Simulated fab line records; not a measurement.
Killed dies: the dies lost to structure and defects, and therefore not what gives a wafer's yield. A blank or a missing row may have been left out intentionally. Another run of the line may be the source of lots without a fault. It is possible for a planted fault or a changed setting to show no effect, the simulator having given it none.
fab line records	flow sky130
record lots=14	wafers=42	last_day=50
route steps=708 shown METAL2@485
lots with no fault: from the same line, run without faults
start_h: hours from the record's opening day to when the first of the lot's shown wafers began	wait_h: time in hours since the lot's previous step	" identical to the entry in the row above	L1.1+2: a row that stands for several wafers	- either no value or no given start	* or withheld: withheld	< > ~ a bound
route shown NAME@n: a module of which the file shows steps, and the number in the route of the first	usual: mean/standard deviation of fault-free wafers	same: alike in all rows	chamber/n: place in a boat	sites: each site's reading	_std_site: standard deviation across them	_edge_site: the outer-site mean with the inner-site mean subtracted	radius_mm: for every site, how far away it sits from the centre of the wafer	mask NAME#n: copy n	behind: the tool/chamber that last shaped the wafer	hold: reason for holding the lot/hours on hold/outcome of the hold	device: the n, p or np transistor that did not switch	end of line: the route-end tests of the same wafers	a step with no rows: only its recipe	killed: at the first sort, the dies lost to defects and structure; wafer yield is something else	map: per-die view of a wafer (x killed, . not killed, _ where there is no die)
set.NAME: the setting the step ran with; set.NAME@STEP: the setting that earlier step ran with	model.NAME: the simulator's own value behind a step, which no gauge read
steps of the route over a sample of lots; a table a step, a row a wafer
services: from which hour (start_h, from the record's first day; less than 0 if before it) a tool's chamber was out of use, for how many hours, and why
## steps
# step SKY_METAL2_SPUTTER_02
# recipe material=AlCu	target_thk_nm=250	power_w=10600	time_s=13.3	chamber_pressure_pa=0.4
# usual chamber_pressure_pa=0.3999/0.00084	throttle_valve_pct=29.5/0.88
lot.wafer	tool	chamber	start_h	wait_h	chamber_pressure_pa	throttle_valve_pct
L359.3	pvd_sputter-03	-	800.57	0.0	0.3998	30.0
L359.5	"	-	"	"	0.4003	29.6
L359.6	"	-	"	"	0.4002	30.0
L361.3	pvd_sputter-03	-	819.25	0.0	0.4008	30.1
L361.5	"	-	"	"	0.3993	30.9
L361.6	"	-	"	"	0.4000	29.3
L362.1	pvd_sputter-03	-	825.15	0.0	0.3995	30.0
L362.3	"	-	"	"	0.3992	28.9
L362.4	"	-	"	"	0.4004	31.0
L364.2	pvd_sputter-03	-	838.09	0.0	0.3987	28.8
L364.3	"	-	"	"	0.4000	31.0
L364.4	"	-	"	"	0.4006	29.5
L363.1	pvd_sputter-01	-	839.59	0.0	0.4005	28.9
L363.2	"	-	"	"	0.4010	29.1
L363.4	"	-	"	"	0.4000	29.0
L366.2	pvd_sputter-04	-	859.10	0.0	0.4004	27.6
L366.5	"	-	"	"	0.4002	29.2
L366.6	"	-	"	"	0.3995	27.9
L368.1	pvd_sputter-04	-	869.73	0.0	0.3998	29.3
L368.4	"	-	"	"	0.4001	27.7
L368.6	"	-	"	"	0.4008	27.7
L369.2	pvd_sputter-04	-	881.12	0.0	0.3996	29.0
L369.5	"	-	"	"	0.4007	27.5
L369.6	"	-	"	"	0.4007	29.2
L370.1	pvd_sputter-03	-	884.55	0.0	0.4003	30.1
L370.3	"	-	"	"	0.4002	30.8
L370.6	"	-	"	"	0.4008	30.3
L371.1	pvd_sputter-04	-	886.62	0.0	0.3983	29.9
L371.3	"	-	"	"	0.4000	29.0
L371.5	"	-	"	"	0.4000	29.8
L373.1	pvd_sputter-04	-	918.08	0.0	0.4001	28.8
L373.3	"	-	"	"	0.3997	27.7
L373.6	"	-	"	"	0.3993	30.0
L374.1	pvd_sputter-01	-	925.77	0.0	0.4008	29.1
L374.2	"	-	"	"	0.3987	29.2
L374.3	"	-	"	"	0.3997	30.1
L380.2	pvd_sputter-03	-	957.41	0.0	0.3982	28.9
L380.3	"	-	"	"	0.4003	29.5
L380.4	"	-	"	"	0.4004	30.2
L381.2	pvd_sputter-03	-	961.90	0.0	0.4006	28.9
L381.3	"	-	"	"	0.3998	29.7
L381.6	"	-	"	"	0.3999	31.2
# step SKY_METAL2_RS_MEAS_05
# recipe thk_meas_gauge=four-point-probe	reads=TiN_of_METAL2_SPUTTER_04+Ti_of_METAL2_SPUTTER_03+AlCu_of_METAL2_SPUTTER_02+TiN_of_METAL2_SPUTTER_01+Ti_of_METAL2_SPUTTER_00
# usual METAL2_ALCU_RS=0.1271/0.0014
lot.wafer	tool	chamber	start_h	wait_h	METAL2_ALCU_RS[ohm/sq]
L359.3	film_metro-03	-	800.70	0.1	0.1278
L359.5	"	-	"	"	0.1267
L359.6	"	-	"	"	0.1281
L361.3	film_metro-01	-	819.40	0.1	0.1270
L361.5	"	-	"	"	0.1272
L361.6	"	-	"	"	0.1287
L362.1	film_metro-04	-	825.24	0.0	0.1275
L362.3	"	-	"	"	0.1273
L362.4	"	-	"	"	0.1275
L364.2	film_metro-04	-	838.20	0.0	0.1285
L364.3	"	-	"	"	0.1264
L364.4	"	-	"	"	0.1271
L363.1	film_metro-01	-	839.68	0.0	0.1299
L363.2	"	-	"	"	0.1291
L363.4	"	-	"	"	0.1300
L366.2	film_metro-01	-	859.21	0.0	0.1281
L366.5	"	-	"	"	0.1281
L366.6	"	-	"	"	0.1278
L368.1	film_metro-04	-	869.82	0.0	0.1274
L368.4	"	-	"	"	0.1279
L368.6	"	-	"	"	0.1275
L369.2	film_metro-03	-	881.23	0.0	0.1267
L369.5	"	-	"	"	0.1286
L369.6	"	-	"	"	0.1283
L370.1	film_metro-01	-	884.64	0.0	0.1265
L370.3	"	-	"	"	0.1267
L370.6	"	-	"	"	0.1264
L371.1	film_metro-01	-	886.71	0.0	0.1362
L371.3	"	-	"	"	0.1282
L371.5	"	-	"	"	0.1277
L373.1	film_metro-03	-	918.17	0.0	0.1363
L373.3	"	-	"	"	0.1286
L373.6	"	-	"	"	0.1367
L374.1	film_metro-04	-	925.86	0.0	0.1293
L374.2	"	-	"	"	0.1296
L374.3	"	-	"	"	0.1283
L380.2	film_metro-01	-	957.52	0.0	0.1283
L380.3	"	-	"	"	0.1288
L380.4	"	-	"	"	0.1273
L381.2	film_metro-01	-	962.02	0.0	0.1267
L381.3	"	-	"	"	0.1264
L381.6	"	-	"	"	0.1257
# step SKY_METAL2_THK_MEAS_06
# recipe thk_meas_gauge=xrf	reads=AlCu_of_METAL2_SPUTTER_02
# usual METAL2_ALCU_THK=249.5/2.9
lot.wafer	tool	chamber	start_h	wait_h	METAL2_ALCU_THK[nm]
L359.3	film_metro-03	-	800.80	0.1	250.5
L359.5	"	-	"	"	251.4
L359.6	"	-	"	"	246.0
L361.3	film_metro-01	-	819.50	0.1	250.4
L361.5	"	-	"	"	249.6
L361.6	"	-	"	"	246.1
L362.1	film_metro-04	-	825.36	0.1	248.0
L362.3	"	-	"	"	248.1
L362.4	"	-	"	"	248.6
L364.2	film_metro-04	-	838.31	0.1	246.6
L364.3	"	-	"	"	251.8
L364.4	"	-	"	"	249.1
L363.1	film_metro-01	-	839.80	0.1	246.1
L363.2	"	-	"	"	247.2
L363.4	"	-	"	"	243.5
L366.2	film_metro-01	-	859.32	0.1	250.1
L366.5	"	-	"	"	251.2
L366.6	"	-	"	"	248.3
L368.1	film_metro-04	-	869.94	0.1	250.7
L368.4	"	-	"	"	247.1
L368.6	"	-	"	"	247.3
L369.2	film_metro-03	-	881.34	0.1	251.7
L369.5	"	-	"	"	247.2
L369.6	"	-	"	"	250.4
L370.1	film_metro-01	-	884.76	0.1	251.1
L370.3	"	-	"	"	252.3
L370.6	"	-	"	"	251.6
L371.1	film_metro-01	-	886.83	0.1	233.7
L371.3	"	-	"	"	248.0
L371.5	"	-	"	"	247.6
L373.1	film_metro-03	-	918.29	0.1	233.2
L373.3	"	-	"	"	246.8
L373.6	"	-	"	"	231.8
L374.1	film_metro-04	-	925.98	0.1	245.2
L374.2	"	-	"	"	242.7
L374.3	"	-	"	"	247.4
L380.2	film_metro-01	-	957.63	0.1	246.6
L380.3	"	-	"	"	243.5
L380.4	"	-	"	"	247.4
L381.2	film_metro-01	-	962.13	0.1	251.5
L381.3	"	-	"	"	251.3
L381.6	"	-	"	"	251.2
## services
tool	chamber	start_h	hours	kind
pvd_sputter-01	-	855.56	1.3	repair
pvd_sputter-03	-	898.70	2.3	repair
pvd_sputter-04	-	909.05	1.5	repair
pvd_sputter-04	-	952.46	1.3	repair
## key
first_sign step=SKY_METAL2_RS_MEAS_05	reading=METAL2_ALCU_RS	direction=up	sigmas=6.8	usual=0.1271	struck=0.1364
effect step=SKY_METAL2_THK_MEAS_06	reading=METAL2_ALCU_THK	direction=down	sigmas=5.8	usual=249.5	struck=232.9
met_at SKY_METAL2_SPUTTER_02
struck_lots L371,L373
struck_wafers L371.1,L373.1,L373.6
onset_between 881.12 886.62
fault kind=process_parameter_drift	tool=pvd_sputter-04	chamber=-	onset_h=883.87	steps=SKY_METAL2_SPUTTER_02	channel=time_s	offset=*	shape=step	end_h=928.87	scope=struck_wafers_only	acts_in=*	stated=*
